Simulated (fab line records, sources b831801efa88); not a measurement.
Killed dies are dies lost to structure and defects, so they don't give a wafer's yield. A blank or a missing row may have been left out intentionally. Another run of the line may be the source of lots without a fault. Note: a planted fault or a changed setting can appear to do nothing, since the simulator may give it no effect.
8D (eight disciplines) problem report, filled in by code | flow sky130 | the parts of the form that need people (team, actions taken, sign-off) are left out

## 1. WHAT IS WRONG
SPACER_CVD_00_THK at SKY_SPACER_THK_MEAS_01 reads a mean of 52.3 nm on 12 wafers of 4 lots; wafers without a fault read 42.8 nm with a standard deviation of 0.47. Relative to the usual mean, that is a shift of +20 standard deviations.
Seen first at day 26 07:32 on film-metro-02, wafer L281.1. At this step, 48 wafers from 16 lots have a number in the record. Rule for "out", or "out of limits": more than 4 standard deviations from the usual mean. The other wafers with a number count as sound.

## 2. WHAT IT IS AND WHAT IT IS NOT
question                    | is                           | is not
which readings at this step | SPACER_CVD_00_THK            | -
which lots                  | L281, L283, L284, L285       | L273, L274, L275, L276, L277, L279, L280, L282, L293, L294, L295, L296
which wafers of those lots  | all that have a number       | -
read on which gauges        | film-metro-02, film-metro-04 | film-metro-01
when                        | from day 26 07:32            | up to then (24 sound wafers); but 12 sound wafers of L293, L294, L295, L296 came after

## 3. THE SUSPECTS, EACH WITH WHAT RULES IT OUT
Counting: a tool at a process step up to the reading stays a suspect if it ran every lot that is out and no sound lot after the first of them.
- the gauge at SKY_SPACER_THK_MEAS_01 is ruled out. The wafers that are out were read on 2 gauges (film-metro-02, film-metro-04).
- lpcvd-02 at SKY_SPACER_CVD_00 (deposits Si3N4 from DCS/NH3, target thk 43.1 nm, time 740 s): ruled out as a lasting fault. Sound lots L293, L294, L295, L296 ran on it after its first lot that is out, L281 (day 26 06:20).
Left after counting: nothing in the record.

## 4. THE CAUSE (what the simulator had put in)
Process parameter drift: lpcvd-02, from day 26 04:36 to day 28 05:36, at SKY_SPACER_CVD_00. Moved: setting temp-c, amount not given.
The count ruled it out by mistake, since the rule takes a fault to strike every lot its tool runs from the start of the fault on, and this one did not do so.

## 5. SEQUENCE OF EFFECTS, ordered by route
One row per reading whose mean, taken over the struck wafers that have a number, lies over 3 standard deviations from the usual. Scope: only readings with a usual standard deviation given in the record; hours: median across lots of the time from each lot's start at the first step in this table that gives one to its start at this step; sigmas: change in usual standard deviations.
hours | step                   | reading           | usual      | on struck wafers | change | sigmas
0     | SKY_SPACER_CVD_00      | spike-tc-bottom-C | 786.9 C    | 798.0            | +11.1  | +5.5
0     | SKY_SPACER_CVD_00      | spike-tc-centre-C | 769.1 C    | 779.4            | +10.3  | +10
0     | SKY_SPACER_CVD_00      | spike-tc-lower-C  | 770.5 C    | 781.0            | +10.5  | +9.6
0     | SKY_SPACER_CVD_00      | spike-tc-top-C    | 784.8 C    | 795.0            | +10.2  | +8.5
0     | SKY_SPACER_CVD_00      | spike-tc-upper-C  | 770.0 C    | 781.1            | +11.1  | +10
0     | SKY_SPACER_CVD_00      | susceptor-temp-C  | 770.1 C    | 780.8            | +10.7  | +34
1     | SKY_SPACER_THK_MEAS_01 | SPACER_CVD_00_THK | 42.8 nm    | 52.3             | +9.5   | +20
1     | SKY_SPACER_ETCHBACK_02 | oes-product-au    | 0.851 a.u. | 0.957            | +0.106 | +16
Its process steps:
- SKY_SPACER_CVD_00: deposits Si3N4 from DCS/NH3, target thk 43.1 nm, time 740 s.
- SKY_SPACER_ETCHBACK_02: etches Si3N4 in CH3F/O2, stops on SiO2, time 46.7 s, target depth 45 nm.
Later measuring or inspecting steps at which every struck wafer that the step has a row for has a number for every such reading, and none has moved that far: SKY_POLY_CUT_CD_MEAS_08, SKY_RES_XHIGH_TW_MEAS_09.

## 6. WHAT WOULD HAVE CAUGHT IT SOONER
Counted from the fault's start at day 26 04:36, it took 3 hours until the first out-of-limits reading at a measuring or inspecting step in this record, taken at day 26 07:32.
Tool's own readings at SKY_SPACER_CVD_00, spike-tc-centre-C, spike-tc-lower-C, spike-tc-top-C, spike-tc-upper-C, susceptor-temp-C: out on all struck wafers the step has rows for; an alarm limit on them would have tripped on the first.
